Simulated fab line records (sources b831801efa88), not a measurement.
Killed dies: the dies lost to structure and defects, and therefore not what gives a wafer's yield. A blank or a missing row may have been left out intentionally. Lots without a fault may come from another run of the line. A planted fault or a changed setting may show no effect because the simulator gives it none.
Which tool is to blame? || flow sky130 || 12 lots with 36 wafers sampled at 7 steps, on a route of 708 steps

== WHAT THE GAUGES SHOWED, per wafer ==
SKY_VT_ADJUST_HVTP_TW_MEAS_11. Usual: VT_ADJUST_HVTP_TW gives 1364 (standard deviation 12).
{"lot": "L755", "measured": "day 6 08:43", "on": "film-metro-01", "VT_ADJUST_HVTP_TW": "1371 1365 1364", "flag": ""}
{"lot": "L756", "measured": "day 6 12:46", "on": "film-metro-01", "VT_ADJUST_HVTP_TW": "1361 1370 1375", "flag": ""}
{"lot": "L757", "measured": "day 6 22:26", "on": "film-metro-03", "VT_ADJUST_HVTP_TW": "1366 1370 1377", "flag": ""}
{"lot": "L758", "measured": "day 7 07:17", "on": "film-metro-02", "VT_ADJUST_HVTP_TW": "1338 1339 1344", "flag": ""}
{"lot": "L759", "measured": "day 7 09:03", "on": "film-metro-01", "VT_ADJUST_HVTP_TW": "1379 1376 1381", "flag": ""}
{"lot": "L760", "measured": "day 7 15:12", "on": "film-metro-01", "VT_ADJUST_HVTP_TW": "1375 1378 1373", "flag": ""}
{"lot": "L767", "measured": "day 9 10:11", "on": "film-metro-01", "VT_ADJUST_HVTP_TW": "1379 1373 1374", "flag": ""}
{"lot": "L770", "measured": "day 10 03:50", "on": "film-metro-03", "VT_ADJUST_HVTP_TW": "1360 1358 1364", "flag": ""}
{"lot": "L771", "measured": "day 10 13:19", "on": "film-metro-02", "VT_ADJUST_HVTP_TW": "1336 1346 1341", "flag": ""}
{"lot": "L773", "measured": "day 11 02:52", "on": "film-metro-02", "VT_ADJUST_HVTP_TW": "1346 1347 1342", "flag": ""}
{"lot": "L775", "measured": "day 11 13:54", "on": "film-metro-02", "VT_ADJUST_HVTP_TW": "1349 1343 1344", "flag": ""}
{"lot": "L777", "measured": "day 12 21:21", "on": "film-metro-03", "VT_ADJUST_HVTP_TW": "1364 1356 1363", "flag": ""}

SKY_VT_ADJUST_NCORE_CD_MEAS_07: the cd target is 380 nm. Usual: 380.4 nm for cd-nm, sd 2.2.
{"lot": "L755", "measured": "day 8 17:54", "on": "cd-sem-01", "cd-nm (nm)": "381.4 381.0 382.1", "flag": ""}
{"lot": "L756", "measured": "day 9 01:09", "on": "cd-sem-02", "cd-nm (nm)": "380.5 382.2 381.5", "flag": ""}
{"lot": "L757", "measured": "day 9 11:38", "on": "cd-sem-02", "cd-nm (nm)": "379.2 378.8 380.8", "flag": ""}
{"lot": "L758", "measured": "day 9 19:33", "on": "cd-sem-02", "cd-nm (nm)": "378.2 376.2 378.7", "flag": ""}
{"lot": "L759", "measured": "day 9 22:57", "on": "cd-sem-01", "cd-nm (nm)": "379.9 379.0 378.7", "flag": ""}
{"lot": "L760", "measured": "day 10 05:11", "on": "cd-sem-02", "cd-nm (nm)": "383.8 381.7 380.7", "flag": ""}
{"lot": "L767", "measured": "day 12 07:12", "on": "cd-sem-02", "cd-nm (nm)": "- - 384.9", "flag": ""}
{"lot": "L770", "measured": "day 13 03:49", "on": "cd-sem-01", "cd-nm (nm)": "382.2 383.8 384.7", "flag": ""}
{"lot": "L771", "measured": "day 13 13:14", "on": "cd-sem-02", "cd-nm (nm)": "- 384.2 -", "flag": ""}
{"lot": "L773", "measured": "day 14 05:05", "on": "cd-sem-01", "cd-nm (nm)": "384.0 381.4 383.4", "flag": ""}
{"lot": "L775", "measured": "day 14 17:49", "on": "cd-sem-02", "cd-nm (nm)": "377.3 379.9 376.5", "flag": ""}
{"lot": "L777", "measured": "day 16 04:03", "on": "cd-sem-01", "cd-nm (nm)": "374.7 377.4 378.1", "flag": ""}

SKY_VT_ADJUST_NCORE_OVL_MEAS_08. Usual: VT_ADJUST_NCORE_OVL gives 0.3 nm (standard deviation 1.4).
{"lot": "L755", "measured": "day 8 18:01", "on": "overlay-01", "VT_ADJUST_NCORE_OVL (nm)": "0.5 0.0 1.4", "flag": ""}
{"lot": "L756", "measured": "day 9 01:16", "on": "overlay-01", "VT_ADJUST_NCORE_OVL (nm)": "-0.2 -1.2 -0.9", "flag": ""}
{"lot": "L757", "measured": "day 9 11:46", "on": "overlay-02", "VT_ADJUST_NCORE_OVL (nm)": "0.0 -0.6 -0.3", "flag": ""}
{"lot": "L758", "measured": "day 9 19:40", "on": "overlay-01", "VT_ADJUST_NCORE_OVL (nm)": "1.7 1.2 2.8", "flag": ""}
{"lot": "L759", "measured": "day 9 23:04", "on": "overlay-01", "VT_ADJUST_NCORE_OVL (nm)": "1.9 1.9 0.7", "flag": ""}
{"lot": "L760", "measured": "day 10 05:17", "on": "overlay-01", "VT_ADJUST_NCORE_OVL (nm)": "1.0 0.9 1.0", "flag": ""}
{"lot": "L767", "measured": "day 12 07:19", "on": "overlay-01", "VT_ADJUST_NCORE_OVL (nm)": "- - 1.6", "flag": ""}
{"lot": "L770", "measured": "day 13 03:56", "on": "overlay-01", "VT_ADJUST_NCORE_OVL (nm)": "0.5 1.9 0.8", "flag": ""}
{"lot": "L771", "measured": "day 13 13:20", "on": "overlay-02", "VT_ADJUST_NCORE_OVL (nm)": "- -1.3 -", "flag": ""}
{"lot": "L773", "measured": "day 14 05:13", "on": "overlay-01", "VT_ADJUST_NCORE_OVL (nm)": "3.3 1.3 2.1", "flag": ""}
{"lot": "L775", "measured": "day 14 17:55", "on": "overlay-01", "VT_ADJUST_NCORE_OVL (nm)": "1.4 2.0 3.5", "flag": ""}
{"lot": "L777", "measured": "day 16 04:10", "on": "overlay-01", "VT_ADJUST_NCORE_OVL (nm)": "-0.9 -0.5 0.0", "flag": ""}

SKY_VT_ADJUST_NCORE_TW_MEAS_11. Usual: VT_ADJUST_NCORE_TW gives 220.3 (standard deviation 2.1).
{"lot": "L755", "measured": "day 8 18:18", "on": "film-metro-04", "VT_ADJUST_NCORE_TW": "219.9 219.9 220.4", "flag": ""}
{"lot": "L756", "measured": "day 9 01:33", "on": "film-metro-01", "VT_ADJUST_NCORE_TW": "221.4 221.7 221.8", "flag": ""}
{"lot": "L757", "measured": "day 9 12:02", "on": "film-metro-04", "VT_ADJUST_NCORE_TW": "219.2 218.6 219.5", "flag": ""}
{"lot": "L758", "measured": "day 9 19:58", "on": "film-metro-01", "VT_ADJUST_NCORE_TW": "222.6 221.8 223.5", "flag": ""}
{"lot": "L759", "measured": "day 9 23:22", "on": "film-metro-01", "VT_ADJUST_NCORE_TW": "222.7 223.0 221.4", "flag": ""}
{"lot": "L760", "measured": "day 10 05:34", "on": "film-metro-01", "VT_ADJUST_NCORE_TW": "220.7 220.6 222.1", "flag": ""}
{"lot": "L767", "measured": "day 12 07:37", "on": "film-metro-02", "VT_ADJUST_NCORE_TW": "29.8 29.7 218.9", "flag": "OFF"}
{"lot": "L770", "measured": "day 13 04:13", "on": "film-metro-01", "VT_ADJUST_NCORE_TW": "222.7 222.1 223.5", "flag": ""}
{"lot": "L771", "measured": "day 13 13:38", "on": "film-metro-01", "VT_ADJUST_NCORE_TW": "30.6 222.3 30.2", "flag": "OFF"}
{"lot": "L773", "measured": "day 14 05:29", "on": "film-metro-04", "VT_ADJUST_NCORE_TW": "221.8 222.0 221.2", "flag": ""}
{"lot": "L775", "measured": "day 14 18:12", "on": "film-metro-02", "VT_ADJUST_NCORE_TW": "216.4 217.1 216.1", "flag": ""}
{"lot": "L777", "measured": "day 16 04:28", "on": "film-metro-02", "VT_ADJUST_NCORE_TW": "217.3 215.9 216.1", "flag": ""}

SKY_VT_ADJUST_HVTR_CD_MEAS_07: the cd target is 380 nm. Usual: 379.4 nm for cd-nm, sd 2.4.
{"lot": "L755", "measured": "day 9 15:36", "on": "cd-sem-01", "cd-nm (nm)": "383.3 383.9 383.1", "flag": ""}
{"lot": "L756", "measured": "day 9 22:56", "on": "cd-sem-02", "cd-nm (nm)": "376.6 379.5 377.0", "flag": ""}
{"lot": "L757", "measured": "day 10 09:56", "on": "cd-sem-01", "cd-nm (nm)": "376.5 376.9 375.3", "flag": ""}
{"lot": "L758", "measured": "day 10 18:12", "on": "cd-sem-01", "cd-nm (nm)": "378.1 377.9 379.5", "flag": ""}
{"lot": "L759", "measured": "day 10 21:24", "on": "cd-sem-01", "cd-nm (nm)": "376.4 381.0 378.2", "flag": ""}
{"lot": "L760", "measured": "day 11 04:55", "on": "cd-sem-02", "cd-nm (nm)": "379.7 379.3 382.0", "flag": ""}
{"lot": "L767", "measured": "day 13 08:03", "on": "cd-sem-01", "cd-nm (nm)": "380.0 378.2 379.2", "flag": ""}
{"lot": "L770", "measured": "day 14 05:41", "on": "cd-sem-02", "cd-nm (nm)": "378.6 375.7 375.3", "flag": ""}
{"lot": "L771", "measured": "day 14 15:29", "on": "cd-sem-02", "cd-nm (nm)": "378.2 379.2 378.3", "flag": ""}
{"lot": "L773", "measured": "day 15 08:35", "on": "cd-sem-01", "cd-nm (nm)": "381.6 382.8 381.1", "flag": ""}
{"lot": "L775", "measured": "day 15 20:56", "on": "cd-sem-01", "cd-nm (nm)": "377.6 378.5 379.0", "flag": ""}
{"lot": "L777", "measured": "day 17 08:51", "on": "cd-sem-02", "cd-nm (nm)": "383.6 385.7 384.8", "flag": ""}

SKY_VT_ADJUST_HVTR_OVL_MEAS_08. Usual: VT_ADJUST_HVTR_OVL gives 0.2 nm (standard deviation 1.8).
{"lot": "L755", "measured": "day 9 15:43", "on": "overlay-02", "VT_ADJUST_HVTR_OVL (nm)": "-3.1 -2.6 -1.2", "flag": ""}
{"lot": "L756", "measured": "day 9 23:04", "on": "overlay-02", "VT_ADJUST_HVTR_OVL (nm)": "-2.7 0.5 -1.0", "flag": ""}
{"lot": "L757", "measured": "day 10 10:04", "on": "overlay-02", "VT_ADJUST_HVTR_OVL (nm)": "-0.4 0.4 0.0", "flag": ""}
{"lot": "L758", "measured": "day 10 18:19", "on": "overlay-01", "VT_ADJUST_HVTR_OVL (nm)": "-1.0 -0.2 -1.9", "flag": ""}
{"lot": "L759", "measured": "day 10 21:31", "on": "overlay-01", "VT_ADJUST_HVTR_OVL (nm)": "0.4 -0.3 0.2", "flag": ""}
{"lot": "L760", "measured": "day 11 05:02", "on": "overlay-01", "VT_ADJUST_HVTR_OVL (nm)": "4.0 2.8 2.5", "flag": ""}
{"lot": "L767", "measured": "day 13 08:10", "on": "overlay-01", "VT_ADJUST_HVTR_OVL (nm)": "0.4 -1.8 0.1", "flag": ""}
{"lot": "L770", "measured": "day 14 05:49", "on": "overlay-01", "VT_ADJUST_HVTR_OVL (nm)": "-0.3 -0.6 -1.2", "flag": ""}
{"lot": "L771", "measured": "day 14 15:35", "on": "overlay-01", "VT_ADJUST_HVTR_OVL (nm)": "2.0 2.6 2.5", "flag": ""}
{"lot": "L773", "measured": "day 15 08:43", "on": "overlay-02", "VT_ADJUST_HVTR_OVL (nm)": "-0.8 1.5 -2.6", "flag": ""}
{"lot": "L775", "measured": "day 15 21:02", "on": "overlay-01", "VT_ADJUST_HVTR_OVL (nm)": "1.0 0.3 0.3", "flag": ""}
{"lot": "L777", "measured": "day 17 08:58", "on": "overlay-02", "VT_ADJUST_HVTR_OVL (nm)": "0.2 1.7 -0.4", "flag": ""}

== TOOL THAT RAN EACH LOT (tool first, then ch and the chambers of the sampled wafers, then the start) ==
{"lot": "L755", "SKY_VT_ADJUST_NCORE_DEVELOP_06": "litho-track-03 ch 0, day 8 17:45"}
{"lot": "L756", "SKY_VT_ADJUST_NCORE_DEVELOP_06": "litho-track-03 ch 0, day 9 01:00"}
{"lot": "L757", "SKY_VT_ADJUST_NCORE_DEVELOP_06": "litho-track-01 ch 0, day 9 11:29"}
{"lot": "L758", "SKY_VT_ADJUST_NCORE_DEVELOP_06": "litho-track-02 ch 0, day 9 19:24"}
{"lot": "L759", "SKY_VT_ADJUST_NCORE_DEVELOP_06": "litho-track-02 ch 0, day 9 22:48"}
{"lot": "L760", "SKY_VT_ADJUST_NCORE_DEVELOP_06": "litho-track-01 ch 0, day 10 05:01"}
{"lot": "L767", "SKY_VT_ADJUST_NCORE_DEVELOP_06": "litho-track-02 ch 0, day 12 07:03"}
{"lot": "L770", "SKY_VT_ADJUST_NCORE_DEVELOP_06": "litho-track-03 ch 0, day 13 03:39"}
{"lot": "L771", "SKY_VT_ADJUST_NCORE_DEVELOP_06": "litho-track-02 ch 0, day 13 13:06"}
{"lot": "L773", "SKY_VT_ADJUST_NCORE_DEVELOP_06": "litho-track-01 ch 0, day 14 04:56"}
{"lot": "L775", "SKY_VT_ADJUST_NCORE_DEVELOP_06": "litho-track-01 ch 0, day 14 17:40"}
{"lot": "L777", "SKY_VT_ADJUST_NCORE_DEVELOP_06": "litho-track-02 ch 0, day 16 03:54"}
- SKY_VT_ADJUST_NCORE_DEVELOP_06: develop time 60 s.

== AS READ BY THE TOOLS THEMSELVES (means over the sampled wafers that have a number; for cases with no such wafer, the mark the record gives instead) ==
The record holds no such reading with a usual standard deviation.

== THE ANSWER, worked out from the rows above alone ==
Rule: take the mean of a lot's wafers that have a number; if it is more than 3 standard deviations from the usual mean, the lot is off. Also off: a lot with no number at a reading for which 4 or more lots have one. The other lots that the step has rows for count as sound. First the gauges in route order, then the tools' own readings, where a lot's mean is used as printed above. The first step at which some lot is off is used, and at that step the reading that is off furthest; a lot without a number counts as furthest.
Off: L767, L771, seen at SKY_VT_ADJUST_NCORE_TW_MEAS_11 (VT_ADJUST_NCORE_TW).
A tool fits if, at a process step before that reading, it ran every lot that is off, and no sound lot after the first of them. The gauges at SKY_VT_ADJUST_NCORE_TW_MEAS_11 are tried like those tools. No candidate that was tried fits.

== WHAT THE SIMULATOR HAD INSERTED ==
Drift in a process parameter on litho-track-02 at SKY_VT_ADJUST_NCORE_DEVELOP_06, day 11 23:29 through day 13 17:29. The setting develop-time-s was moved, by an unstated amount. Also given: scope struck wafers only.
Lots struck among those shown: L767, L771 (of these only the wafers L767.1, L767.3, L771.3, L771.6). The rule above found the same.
